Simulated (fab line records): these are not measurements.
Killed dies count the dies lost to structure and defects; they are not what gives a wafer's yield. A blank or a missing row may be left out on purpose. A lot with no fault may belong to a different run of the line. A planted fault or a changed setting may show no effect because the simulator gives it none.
fab line records -- flow sfq_line
record: lots: 14, wafers: 42, last_day: 85
route steps=325 shown L0@14 M1@60 I1@84 I3@134
lots that met no fault: from a run of the same line without faults
start_h: the number of hours between the record's first day and the start of the first shown wafer of the lot -- wait_h: hours from the lot's prior step to this one -- " same as the row above -- L1.1+2: several wafers, shown together as one row -- - value missing, or start not given -- * or withheld: withheld -- < > ~ a bound
route shown NAME@n: names a module that has steps shown in the file, with the first one's number in the route -- usual: mean/standard deviation taken from wafers without a fault -- same: alike in all rows -- chamber/n: place in a boat -- sites: per-site readings -- _std_site: standard deviation across them -- _edge_site: the outer-site mean with the inner-site mean subtracted -- radius_mm: for every site, how far away it sits from the centre of the wafer -- mask NAME#n: copy n -- behind: the tool/chamber that last shaped the wafer -- hold: why the lot was held/for how many hours/how that ended -- device: which transistor (n, p or np) failed to switch -- end of line: the same wafers' tests at the end of the route -- where a step has no rows: the recipe by itself -- killed: dies that structure and defects cost at the first sort, which is not the same as the wafer's yield -- map: dies across one wafer; x = killed, . = not, _ = none there
set.NAME: the setting as run; set.NAME@STEP: as run at that earlier step -- model.NAME: the simulator's own value behind a step, which no gauge read
one table for each step of the route and one row for each wafer, over a sample of lots
services: from which hour (start_h, from the record's first day; less than 0 if before it) a tool's chamber was out of use, for how many hours, and why
== steps ==
step: SFQ_TRILAYER_L0_STRIP_STRIP_009
recipe: gas: O2, power_w: 200, platen_temp_c: 40, overash_fraction: 0.65, chemistry: O2, pressure_mtorr: 51.68
usual: drypump_motor_current_A: 5.7/0.49, oes_product_au: 0.993/0.0075
lot.wafer,tool,chamber,start_h,wait_h,drypump_motor_current_A,oes_product_au,rf_hours_counter_h
L303.2,rie_metal-02,1,83.08,0.0,5.4,0.990,131
L303.3,rie_metal-02,0,83.08,0.0,6.7,0.993,-
L303.4,rie_metal-02,1,83.08,0.0,5.5,0.983,-
L304.3,rie_metal-04,0,89.28,0.2,5.8,0.995,-
L304.5,rie_metal-04,0,89.28,0.2,5.8,0.998,-
L304.6,rie_metal-04,1,89.28,0.2,5.5,0.998,-
L305.2,rie_metal-04,0,95.83,0.0,5.8,1.003,111
L305.3,rie_metal-04,0,95.83,0.0,5.8,1.001,-
L305.5,rie_metal-04,1,95.83,0.0,5.5,0.992,-
L307.4,rie_metal-02,0,114.03,0.2,6.7,0.993,-
L307.5,rie_metal-02,1,114.03,0.2,5.5,0.999,-
L307.6,rie_metal-02,0,114.03,0.2,6.7,0.987,-
L308.2,rie_metal-03,0,118.94,0.3,5.2,0.978,-
L308.3,rie_metal-03,0,118.94,0.3,5.1,0.987,-
L308.6,rie_metal-03,0,118.94,0.3,5.1,0.996,-
L309.1,rie_metal-04,0,123.51,0.0,5.8,0.995,117
L309.2,rie_metal-04,1,123.51,0.0,5.5,0.994,85
L309.5,rie_metal-04,1,123.51,0.0,5.5,0.996,-
L311.2,rie_metal-03,0,132.14,0.3,5.2,0.989,-
L311.4,rie_metal-03,0,132.14,0.3,5.2,0.990,-
L311.6,rie_metal-03,0,132.14,0.3,5.2,0.979,-
L312.3,rie_metal-02,1,135.63,0.2,5.4,0.998,-
L312.4,rie_metal-02,0,135.63,0.2,6.7,0.992,-
L312.5,rie_metal-02,1,135.63,0.2,5.4,1.000,-
L314.1,rie_metal-03,1,146.23,0.0,6.0,0.997,0
L314.4,rie_metal-03,0,146.23,0.0,5.1,0.996,-
L314.6,rie_metal-03,0,146.23,0.0,5.2,0.989,-
L315.1,rie_metal-02,1,151.03,0.0,5.4,0.997,143
L315.2,rie_metal-02,0,151.03,0.0,6.7,0.993,161
L315.6,rie_metal-02,1,151.03,0.0,5.4,1.010,-
L316.2,rie_metal-03,1,154.63,0.0,5.9,0.990,2
L316.5,rie_metal-03,1,154.63,0.0,6.0,0.987,-
L316.6,rie_metal-03,0,154.63,0.0,5.1,0.987,-
L321.1,rie_metal-03,0,186.23,0.0,5.1,0.987,53
L321.2,rie_metal-03,1,186.23,0.0,6.0,0.995,8
L321.6,rie_metal-03,0,186.23,0.0,5.2,1.002,-
L323.1,rie_metal-02,0,195.86,0.0,6.7,1.003,168
L323.2,rie_metal-02,1,195.86,0.0,5.4,0.990,150
L323.3,rie_metal-02,0,195.86,0.0,6.6,0.990,-
L325.1,rie_metal-03,1,205.43,0.0,6.0,0.991,10
L325.5,rie_metal-03,0,205.43,0.0,5.2,0.990,-
L325.6,rie_metal-03,1,205.43,0.0,6.0,0.998,-
step: SFQ_M1_RS_MEAS_909
recipe: thk_meas_gauge: four-point-probe, reads: Nb_of_TRILAYER_M1_DEP_SPUTTER_037
usual: M1_NB_RS: 0.890/0.0098
lot.wafer,tool,chamber,start_h,wait_h,M1_NB_RS[ohm/sq]
L303.2,film_metro-03,-,370.76,0.1,0.895
L303.3,film_metro-03,-,370.76,0.1,0.895
L303.4,film_metro-03,-,370.76,0.1,0.888
L304.3,film_metro-03,-,381.58,0.1,0.884
L304.5,film_metro-03,-,381.58,0.1,0.889
L304.6,film_metro-03,-,381.58,0.1,0.888
L305.2,film_metro-03,-,396.09,0.1,0.879
L305.3,film_metro-03,-,396.09,0.1,0.888
L305.5,film_metro-03,-,396.09,0.1,0.882
L307.4,film_metro-03,-,428.53,0.1,0.894
L307.5,film_metro-03,-,428.53,0.1,0.885
L307.6,film_metro-03,-,428.53,0.1,0.888
L308.2,film_metro-03,-,433.29,0.1,0.885
L308.3,film_metro-03,-,433.29,0.1,0.894
L308.6,film_metro-03,-,433.29,0.1,0.894
L309.1,film_metro-02,-,445.27,0.0,0.891
L309.2,film_metro-02,-,445.27,0.0,0.890
L309.5,film_metro-02,-,445.27,0.0,0.883
L311.2,film_metro-02,-,470.49,0.1,0.874
L311.4,film_metro-02,-,470.49,0.1,0.889
L311.6,film_metro-02,-,470.49,0.1,0.888
L312.3,film_metro-04,-,479.96,0.1,0.868
L312.4,film_metro-04,-,479.96,0.1,0.879
L312.5,film_metro-04,-,479.96,0.1,0.875
L314.1,film_metro-03,-,511.76,0.0,0.896
L314.4,film_metro-03,-,511.76,0.0,0.881
L314.6,film_metro-03,-,511.76,0.0,0.884
L315.1,film_metro-02,-,512.78,0.0,0.893
L315.2,film_metro-02,-,512.78,0.0,0.898
L315.6,film_metro-02,-,512.78,0.0,0.879
L316.2,film_metro-03,-,514.18,0.1,0.917
L316.5,film_metro-03,-,514.18,0.1,0.912
L316.6,film_metro-03,-,514.18,0.1,0.898
L321.1,film_metro-04,-,519.98,0.0,0.888
L321.2,film_metro-04,-,519.98,0.0,0.880
L321.6,film_metro-04,-,519.98,0.0,0.891
L323.1,film_metro-04,-,522.38,0.0,0.884
L323.2,film_metro-04,-,522.38,0.0,0.893
L323.3,film_metro-04,-,522.38,0.0,0.883
L325.1,film_metro-04,-,524.78,0.0,0.906
L325.5,film_metro-04,-,524.78,0.0,0.908
L325.6,film_metro-04,-,524.78,0.0,0.896
step: SFQ_TRILAYER_I1_VIA_BARC_OPEN_VIA_ETCH_071
recipe: mask_material: PR, chemistry: O2, target_depth_nm: 125, target: BARC, source_w: 518.1, bias_w: 80, pressure_mtorr: 30, time_s: 41.7
usual: drypump_motor_current_A: 5.6/0.33, oes_product_au: 0.685/0.0048
lot.wafer,tool,chamber,start_h,wait_h,drypump_motor_current_A,oes_product_au,rf_hours_counter_h
L303.2,rie_diel-02,0,540.76,0.0,6.1,0.691,7
L303.3,rie_diel-02,2,540.76,0.0,5.6,0.686,64
L303.4,rie_diel-02,3,540.76,0.0,5.9,0.674,4
L304.3,rie_diel-01,0,543.16,0.0,5.8,0.691,76
L304.5,rie_diel-01,0,543.16,0.0,5.8,0.696,-
L304.6,rie_diel-01,3,543.16,0.0,5.2,0.682,-
L305.2,rie_diel-03,3,556.78,0.0,5.9,0.689,39
L305.3,rie_diel-03,1,556.78,0.0,6.0,0.691,66
L305.5,rie_diel-03,0,556.78,0.0,5.8,0.687,-
L307.4,rie_diel-01,3,600.77,0.0,5.1,0.685,-
L307.5,rie_diel-01,2,600.77,0.0,5.1,0.690,-
L307.6,rie_diel-01,0,600.77,0.0,5.8,0.689,-
L308.2,rie_diel-02,0,601.95,0.0,6.0,0.685,8
L308.3,rie_diel-02,3,601.95,0.0,5.9,0.687,4
L308.6,rie_diel-02,0,601.95,0.0,6.1,0.691,-
L309.1,rie_diel-03,0,604.04,0.0,5.8,0.689,5
L309.2,rie_diel-03,3,604.04,0.0,5.9,0.675,39
L309.5,rie_diel-03,1,604.04,0.0,6.0,0.679,-
L311.2,rie_diel-03,3,632.55,0.0,5.9,0.685,39
L311.4,rie_diel-03,0,632.55,0.0,5.8,0.688,5
L311.6,rie_diel-03,0,632.55,0.0,5.8,0.683,-
L312.3,rie_diel-02,2,640.17,0.0,5.6,0.692,65
L312.4,rie_diel-02,0,640.17,0.0,6.0,0.681,8
L312.5,rie_diel-02,3,640.17,0.0,5.9,0.692,-
L314.1,rie_diel-02,3,669.65,0.0,5.9,0.675,5
L314.4,rie_diel-02,1,669.65,0.0,5.6,0.686,43
L314.6,rie_diel-02,1,669.65,0.0,5.7,0.681,-
L315.1,rie_diel-01,3,672.05,0.0,5.2,0.695,58
L315.2,rie_diel-01,0,672.05,0.0,5.7,0.685,0
L315.6,rie_diel-01,2,672.05,0.0,5.1,0.682,-
L316.2,rie_diel-03,0,673.25,0.0,5.8,0.684,5
L316.5,rie_diel-03,2,673.25,0.0,5.7,0.687,-
L316.6,rie_diel-03,0,673.25,0.0,5.8,0.681,-
L321.1,rie_diel-01,2,682.29,0.0,5.1,0.687,58
L321.2,rie_diel-01,0,682.29,0.0,5.8,0.684,0
L321.6,rie_diel-01,0,682.29,0.0,5.8,0.684,-
L323.1,rie_diel-01,1,685.89,0.0,5.1,0.681,2
L323.2,rie_diel-01,2,685.89,0.0,5.1,0.688,58
L323.3,rie_diel-01,0,685.89,0.0,5.8,0.682,1
L325.1,rie_diel-01,3,848.00,0.0,5.1,0.687,1
L325.5,rie_diel-01,2,848.00,0.0,5.1,0.694,-
L325.6,rie_diel-01,3,848.00,0.0,5.1,0.687,-
step: SFQ_TRILAYER_I3_CMP_CMP_082
recipe: material: SiO2, down_force_psi: 3, platen_rpm: 60.58, pad_velocity_m_s: 0.94248
usual: head_pressure_psi: 3.000/0.0065, motor_current_A: 10.1/0.73, slurry_filter_dp_kPa: 13.50/0.14, time_to_endpoint_s: 213/8.8
lot.wafer,tool,chamber,start_h,wait_h,head_pressure_psi,motor_current_A,slurry_filter_dp_kPa,time_to_endpoint_s
L303.4,cmp-01,2,1026.96,0.5,3.011,10.1,13.40,208
L303.3,cmp-01,3,1026.96,0.5,2.997,9.6,13.45,211
L303.2,cmp-01,0,1026.96,0.5,3.008,10.9,13.55,208
L304.3,cmp-01,1,1029.96,2.3,3.002,10.6,13.26,202
L304.6,cmp-01,0,1031.46,3.8,3.011,11.3,13.42,215
L304.5,cmp-01,1,1031.46,3.8,2.999,10.2,13.46,213
L305.2,cmp-01,2,1045.46,5.8,2.998,10.4,13.62,206
L305.3,cmp-01,3,1045.46,5.8,2.993,9.9,13.51,213
L305.5,cmp-01,0,1045.46,5.8,3.005,10.6,13.53,206
L307.4,cmp-01,0,1081.53,5.3,3.006,10.6,13.21,213
L307.5,cmp-01,2,1082.53,6.3,2.997,10.4,13.39,208
L307.6,cmp-01,3,1082.53,6.3,3.005,9.5,13.45,216
L308.3,cmp-02,1,1081.93,4.1,3.012,8.8,13.51,220
L308.2,cmp-02,0,1083.43,5.6,3.003,10.1,13.72,215
L308.6,cmp-02,2,1084.43,6.5,3.002,8.9,13.26,223
L309.1,cmp-01,0,1084.03,5.7,2.993,11.1,13.44,216
L309.2,cmp-01,2,1085.03,6.7,3.000,10.7,13.63,213
L309.5,cmp-01,0,1086.03,7.7,2.998,11.6,13.67,215
L311.4,cmp-01,2,1103.55,2.4,2.998,10.2,13.45,211
L311.2,cmp-01,3,1103.55,2.4,2.998,10.3,13.62,220
L311.6,cmp-01,1,1105.05,3.9,3.010,10.3,13.48,219
L312.3,cmp-01,0,1118.28,3.3,2.989,11.1,13.41,195
L312.4,cmp-01,3,1119.78,4.8,2.993,9.9,13.50,212
L312.5,cmp-01,1,1120.78,5.8,2.998,10.5,13.48,205
L314.1,cmp-01,2,1140.28,1.6,3.000,11.2,13.46,199
L314.4,cmp-01,3,1140.28,1.6,3.011,9.9,13.39,219
L314.6,cmp-01,1,1141.78,3.1,3.144,10.8,13.54,195
L315.1,cmp-02,3,1140.78,0.9,3.000,11.1,13.42,211
L315.2,cmp-02,0,1140.78,0.9,3.005,10.2,13.63,220
L315.6,cmp-02,0,1143.28,3.3,3.003,10.3,13.73,218
L316.2,cmp-01,1,1146.78,4.5,3.151,10.1,13.53,192
L316.6,cmp-01,2,1146.78,4.5,3.002,10.4,13.35,205
L316.5,cmp-01,3,1146.78,4.5,3.008,9.7,13.47,215
L321.1,cmp-02,1,1168.78,9.7,2.989,9.4,13.74,225
L321.2,cmp-02,2,1168.78,9.7,3.005,8.4,13.55,224
L321.6,cmp-02,0,1170.28,11.2,2.992,10.1,13.48,222
L323.2,cmp-02,3,1171.28,8.4,2.988,10.4,13.75,208
L323.1,cmp-02,0,1171.28,8.4,2.995,10.0,13.35,209
L323.3,cmp-02,1,1171.28,8.4,2.995,9.4,13.93,220
L325.1,cmp-02,1,1177.51,9.9,3.004,9.1,13.40,215
L325.6,cmp-02,0,1179.01,11.3,2.991,10.2,13.52,227
L325.5,cmp-02,1,1179.01,11.3,3.006,9.1,13.64,228
== services ==
tool,chamber,start_h,hours,kind
rie_metal-03,-,86.53,2.8,pm
rie_diel-01,0,100.35,2.7,repair
cmp-01,-,118.56,4.2,repair
rie_diel-01,0,192.36,4.5,repair
rie_diel-01,2,211.70,8.6,repair
cmp-01,-,235.58,4.0,pm
cmp-01,-,248.51,4.6,pm
cmp-01,-,282.17,0.8,repair
cmp-01,-,287.39,7.2,pm
rie_diel-01,2,307.02,2.4,repair
rie_diel-01,3,313.92,3.9,repair
cmp-01,-,325.73,11.3,pm
cmp-01,-,409.00,0.3,repair
cmp-01,-,519.35,1.8,repair
cmp-01,-,575.58,4.0,pm
cmp-01,-,619.76,4.5,pm
cmp-01,-,625.11,0.5,repair
cmp-01,-,734.53,4.3,repair
cmp-01,-,751.50,6.2,repair
cmp-01,-,811.84,2.8,repair
cmp-01,-,917.81,4.0,pm
cmp-01,-,942.75,8.2,pm
cmp-01,-,958.33,0.6,repair
cmp-01,-,987.84,3.9,pm
== key ==
first_sign: step: SFQ_TRILAYER_I3_CMP_CMP_082, reading: head_pressure_psi, direction: up, sigmas: 23, usual: 3.000, struck: 3.147
effect none on later readings
met_at SFQ_TRILAYER_I3_CMP_CMP_082
struck_lots L314,L316
struck_wafers L314.6,L316.2
not_acting_at SFQ_TRILAYER_L0_STRIP_STRIP_009,SFQ_M1_RS_MEAS_909,SFQ_TRILAYER_I1_VIA_BARC_OPEN_VIA_ETCH_071
onset_between 1118.28 1140.28
fault: kind: process_parameter_drift, tool: cmp-01, chamber: 1, onset_h: 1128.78, steps: SFQ_TRILAYER_I3_CMP_CMP_082, channel: down_force_psi, offset: 0.14377, shape: step, end_h: 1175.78, acts_in: these_recipes_only, stated: 3
